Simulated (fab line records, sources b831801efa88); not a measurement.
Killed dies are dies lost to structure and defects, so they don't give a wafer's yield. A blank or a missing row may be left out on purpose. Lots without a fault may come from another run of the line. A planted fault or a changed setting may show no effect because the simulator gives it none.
fab line records | flow sky130
record lots=12 wafers=36 last_day=50
route steps=708 shown VT_ADJUST_PCH@152 LDD_HVP@288 LDD_LDN@292
lots that met no fault: from a run of the same line without faults
start_h: hours from the record's first day to the start of the lot's first wafer shown | wait_h: hours since the lot's step before | " the same as in the row above | L1.1+2: a row that stands for several wafers | - no value, or no start given | * or withheld: withheld | < > ~ a bound
route shown NAME@n: a module of which the file shows steps, and the number in the route of the first | usual: mean/standard deviation of fault-free wafers | same: alike in all rows | chamber/n: place in a boat | sites: the reading at each site | _std_site: their standard deviation | _edge_site: outer sites' mean less inner sites' | radius_mm: how far each site lies from the wafer's centre | mask NAME#n: copy n | behind: the tool/chamber that last shaped the wafer | hold: why the lot was held/for how many hours/how that ended | device: the transistor (n, p or np) that didn't switch | end of line: the same wafers' tests at the end of the route | a step without rows: its recipe alone | killed: dies lost to structure and defects at the first sort, not the wafer's yield | map: a wafer's dies, x killed, . not, _ none there
set.NAME: the setting as run; set.NAME@STEP: as run at that earlier step | model.NAME: the simulator's own value behind a step, which no gauge read
steps of the route over a sample of lots; a table a step, a row a wafer
services: from which hour (start_h, from the record's first day; less than 0 if before it) a tool's chamber was out of use, for how many hours, and why
## steps
# step SKY_VT_ADJUST_PCH_STRIP_09
# recipe chemistry=O2/N2 power_w=1400 pressure_mtorr=1500 platen_temp_c=withheld o2_flow_sccm=3000 n2_flow_sccm=300 overash_fraction=0.5
# usual drypump_motor_current_A=5.6/0.58 oes_product_au=0.722/0.0046 strip_time_to_endpoint_s=36.93/0.087
# columns lot.wafer tool chamber start_h wait_h drypump_motor_current_A oes_product_au rf_hours_counter_h strip_time_to_endpoint_s
L884.2 plasma_asher-03 1 219.27 0.1 6.0 0.726 41 36.89
L884.3 " 1 " " 6.0 0.718 - 36.98
L884.4 " 0 " " 6.0 0.710 - 36.87
L886.2 plasma_asher-01 1 238.12 0.1 5.0 0.724 57 37.05
L886.4 " 1 " " 5.0 0.721 - 37.00
L886.6 " 0 " " 4.8 0.723 - 36.93
L887.1 plasma_asher-01 1 247.12 0.1 5.0 0.724 58 37.00
L887.3 " 1 " " 5.0 0.720 - 37.02
L887.5 " 0 " " 4.8 0.726 - 37.05
L888.2 plasma_asher-03 1 252.05 0.1 6.0 0.724 45 37.05
L888.4 " 0 " " 6.0 0.722 - 37.02
L888.5 " 0 " " 6.0 0.724 - 36.95
L891.1 plasma_asher-04 1 281.02 0.1 4.9 0.711 16 37.10
L891.2 " 0 " " 6.3 0.720 16 37.05
L891.4 " 0 " " 6.4 0.716 - 37.09
L893.3 plasma_asher-03 1 296.56 0.1 6.0 0.723 - 37.01
L893.4 " 0 " " 6.0 0.720 - 37.00
L893.5 " 0 " " 6.0 0.739 - 37.02
L894.3 plasma_asher-04 1 300.73 0.1 4.9 0.725 - 36.92
L894.4 " 0 " " 6.4 0.716 - 36.89
L894.5 " 1 " " 5.0 0.719 - 36.95
L898.1 plasma_asher-03 0 331.40 0.1 6.0 0.726 52 37.04
L898.3 " 0 " " 6.0 0.718 - 36.95
L898.4 " 1 " " 6.0 0.717 - 37.10
L901.2 plasma_asher-03 0 355.15 0.1 6.0 0.725 54 36.84
L901.3 " 0 " " 6.0 0.718 - 36.95
L901.5 " 0 " " 6.0 0.719 - 36.80
L904.2 plasma_asher-03 0 379.90 0.1 6.0 0.727 57 36.83
L904.3 " 0 " " 6.0 0.723 - 36.76
L904.6 " 1 " " 6.0 0.729 - 36.87
L906.1 plasma_asher-04 0 392.30 0.1 6.4 0.718 26 36.88
L906.3 " 0 " " 6.3 0.724 - 36.88
L906.4 " 1 " " 4.9 0.722 - 36.90
L907.2 plasma_asher-01 1 401.05 0.1 5.0 0.723 72 36.90
L907.3 " 0 " " 4.8 0.717 - 36.85
L907.6 " 1 " " 5.0 0.725 - 36.75
# step SKY_LDD_HVP_TW_MEAS_10
# usual LDD_HVP_TW=455.9/2.9
# columns lot.wafer tool chamber start_h wait_h LDD_HVP_TW
L884.2 film_metro-03 - 488.60 0.1 458.2
L884.3 " - " " 461.3
L884.4 " - " " 460.7
L886.2 film_metro-04 - 509.86 0.1 449.9
L886.4 " - " " 451.4
L886.6 " - " " 450.2
L887.1 film_metro-02 - 524.87 0.1 457.4
L887.3 " - " " 456.3
L887.5 " - " " 458.6
L888.2 film_metro-04 - 528.11 0.1 455.4
L888.4 " - " " 458.4
L888.5 " - " " 457.0
L891.1 film_metro-02 - 562.34 0.1 459.8
L891.2 " - " " 459.5
L891.4 " - " " 460.0
L893.3 film_metro-03 - 580.27 0.1 460.1
L893.4 " - " " 460.5
L893.5 " - " " 456.2
L894.3 film_metro-04 - 587.16 0.1 451.4
L894.4 " - " " 454.2
L894.5 " - " " 452.6
L898.1 film_metro-03 - 620.27 0.1 456.9
L898.3 " - " " 454.2
L898.4 " - " " 455.9
L901.2 film_metro-04 - 644.31 0.1 454.9
L901.3 " - " " 452.6
L901.5 " - " " 453.3
L904.2 film_metro-02 - 673.15 0.1 455.5
L904.3 " - " " 457.3
L904.6 " - " " 457.1
L906.1 film_metro-03 - 678.89 0.1 457.2
L906.3 " - " " 460.2
L906.4 " - " " 460.4
L907.2 film_metro-04 - 685.88 0.1 450.8
L907.3 " - " " 454.9
L907.6 " - " " 452.6
# step SKY_LDD_LDN_SOFTBAKE_03
# recipe temp_c=90 time_s=60 resist=NOVOLAK
# usual chill_plate_temp_C=22.99/0.11 exhaust_pa=45.2/0.9 heater_power_total_W=56.59/0.044 plate_temp_C=90.02/0.13
# columns lot.wafer tool chamber start_h wait_h chill_plate_temp_C exhaust_pa heater_power_total_W plate_temp_C
L884.2 litho_track-02 0 503.09 0.1 23.01 43.7 56.58 90.12
L884.3 " 0 " " 22.76 43.2 56.55 90.29
L884.4 " 0 " " 23.16 44.3 56.55 90.06
L886.2 litho_track-02 0 525.09 0.1 22.93 45.8 56.57 90.16
L886.4 " 0 " " 22.84 45.7 56.61 90.04
L886.6 " 0 " " 22.79 45.6 56.56 90.07
L887.1 litho_track-02 0 539.71 0.1 22.77 46.1 56.51 89.86
L887.3 " 0 " " 22.72 45.7 56.68 89.98
L887.5 " 0 " " 22.68 45.6 56.57 90.02
L888.2 litho_track-04 0 543.48 0.1 23.16 46.2 56.61 90.08
L888.4 " 0 " " 23.15 44.6 56.68 90.15
L888.5 " 0 " " 23.06 45.1 56.64 90.39
L891.1 litho_track-02 0 577.56 0.1 23.02 44.5 56.65 89.94
L891.2 " 0 " " 22.96 43.6 56.60 89.89
L891.4 " 0 " " 23.04 43.8 56.59 89.95
L893.3 litho_track-04 0 593.91 0.1 23.05 45.8 56.55 90.13
L893.4 " 0 " " 23.09 44.3 56.53 90.10
L893.5 " 0 " " 22.93 45.3 56.61 90.21
L894.3 litho_track-02 0 601.01 0.1 22.87 45.6 56.67 90.01
L894.4 " 0 " " 23.05 44.6 56.57 89.98
L894.5 " 0 " " 22.96 45.7 56.57 89.94
L898.1 litho_track-02 0 634.36 0.1 22.94 44.7 56.57 90.01
L898.3 " 0 " " 23.06 46.4 56.56 89.93
L898.4 " 0 " " 23.04 44.7 56.63 89.98
L901.2 litho_track-04 0 658.13 0.1 23.02 47.1 57.51 91.01
L901.3 " 0 " " 22.92 45.5 57.54 91.25
L901.5 " 0 " " 23.22 46.0 57.58 91.09
L904.2 litho_track-04 0 686.83 0.1 22.86 44.6 57.52 91.28
L904.3 " 0 " " 22.96 44.3 57.58 91.29
L904.6 " 0 " " 22.90 44.5 57.52 91.34
L906.1 litho_track-03 0 692.11 0.1 23.02 44.5 56.57 90.04
L906.3 " 0 " " 22.93 43.6 56.66 90.19
L906.4 " 0 " " 22.97 44.6 56.62 90.02
L907.2 litho_track-03 0 700.49 0.1 22.91 43.1 56.64 90.01
L907.3 " 0 " " 23.03 43.6 56.56 90.15
L907.6 " 0 " " 23.03 42.2 56.57 90.24
# step SKY_LDD_LDN_STRIP_12
# recipe chemistry=O2/N2 power_w=1400 pressure_mtorr=1500 platen_temp_c=withheld o2_flow_sccm=3000 n2_flow_sccm=300 overash_fraction=0.5
# usual drypump_motor_current_A=5.9/0.51 oes_product_au=0.715/0.0045 strip_time_to_endpoint_s=14.19/0.039
# columns lot.wafer tool chamber start_h wait_h drypump_motor_current_A oes_product_au rf_hours_counter_h strip_time_to_endpoint_s
L884.2 plasma_asher-04 1 519.44 0.1 4.9 0.712 41 14.18
L884.3 " 0 " " 6.3 0.710 - 14.18
L884.4 " 1 " " 5.0 0.710 - 14.19
L886.2 plasma_asher-04 1 540.85 0.1 4.9 0.720 43 14.11
L886.4 " 1 " " 4.9 0.712 - 14.09
L886.6 " 1 " " 4.9 0.712 - 14.09
L887.1 plasma_asher-03 1 555.74 0.1 6.0 0.718 75 14.18
L887.3 " 1 " " 6.0 0.715 - 14.17
L887.5 " 0 " " 6.0 0.714 - 14.20
L888.2 plasma_asher-02 0 559.09 0.1 5.8 0.720 88 14.22
L888.4 " 1 " " 6.4 0.712 - 14.16
L888.5 " 0 " " 5.8 0.713 - 14.22
L891.1 plasma_asher-03 0 592.10 0.1 6.0 0.722 79 14.26
L891.2 " 1 " " 6.0 0.710 79 14.29
L891.4 " 1 " " 6.0 0.711 - 14.26
L893.3 plasma_asher-02 0 609.58 0.1 5.8 0.714 - 14.21
L893.4 " 1 " " 6.4 0.714 - 14.19
L893.5 " 1 " " 6.5 0.712 - 14.21
L894.3 plasma_asher-04 0 616.73 0.1 6.3 0.712 - 14.23
L894.4 " 1 " " 4.9 0.720 - 14.19
L894.5 " 1 " " 4.9 0.714 - 14.20
L898.1 plasma_asher-02 1 650.09 0.1 6.4 0.713 97 14.17
L898.3 " 1 " " 6.5 0.722 - 14.16
L898.4 " 0 " " 5.8 0.712 - 14.15
L901.2 plasma_asher-02 0 673.20 0.1 5.8 0.716 99 14.26
L901.3 " 1 " " 6.4 0.713 - 14.23
L901.5 " 1 " " 6.4 0.724 - 14.20
L904.2 plasma_asher-03 0 702.15 0.1 6.0 0.713 91 14.18
L904.3 " 1 " " 6.0 0.713 - 14.21
L904.6 " 0 " " 6.0 0.718 - 14.20
L906.1 plasma_asher-04 1 707.30 0.1 5.0 0.716 60 14.19
L906.3 " 0 " " 6.3 0.705 - 14.16
L906.4 " 1 " " 4.9 0.711 - 14.23
L907.2 plasma_asher-02 0 714.40 0.1 5.8 0.719 105 14.17
L907.3 " 0 " " 5.8 0.707 - 14.19
L907.6 " 0 " " 5.8 0.715 - 14.18
## services
# columns tool chamber start_h hours kind
plasma_asher-03 - 262.71 1.7 repair
plasma_asher-03 - 284.07 2.2 repair
plasma_asher-04 - 302.79 4.4 repair
plasma_asher-01 - 346.80 8.8 repair
plasma_asher-01 - 421.25 9.0 pm
plasma_asher-01 0 421.25 9.0 vent_cycle
plasma_asher-01 1 421.25 9.0 vent_cycle
plasma_asher-01 0 430.25 - clean
plasma_asher-01 1 430.25 - clean
plasma_asher-01 - 468.55 28.1 pm
plasma_asher-01 - 520.03 14.3 repair
plasma_asher-02 - 555.53 0.7 repair
plasma_asher-03 - 558.32 0.5 repair
plasma_asher-02 - 582.49 1.9 repair
plasma_asher-04 - 675.47 1.3 repair
plasma_asher-01 - 677.29 24.6 repair
plasma_asher-01 - 701.87 14.6 pm
plasma_asher-01 - 711.72 0.8 repair
## key
first_sign step=SKY_LDD_LDN_SOFTBAKE_03 reading=heater_power_total_W direction=up sigmas=21 usual=* struck=*
effect step=SKY_LDD_LDN_SOFTBAKE_03 reading=plate_temp_C direction=up sigmas=9 usual=* struck=*
met_at SKY_LDD_LDN_SOFTBAKE_03
struck_lots L901,L904
tester_left_out L901,L904
not_acting_at SKY_VT_ADJUST_PCH_STRIP_09,SKY_LDD_HVP_TW_MEAS_10,SKY_LDD_LDN_STRIP_12
onset_between 593.91 658.13
fault kind=process_parameter_drift tool=litho_track-04 chamber=- onset_h=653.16 steps=SKY_LDD_LDN_SOFTBAKE_03 channel=temp_c offset=* shape=step end_h=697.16 acts_in=* stated=*
# tester_left_out: of these lots the tester's yield and bins aren't shown, on N5 and GAA mostly nor the transistor test; their killed dies are dies lost to structure and defects alone, not to doping, threshold or leakage, so they don't give the yield
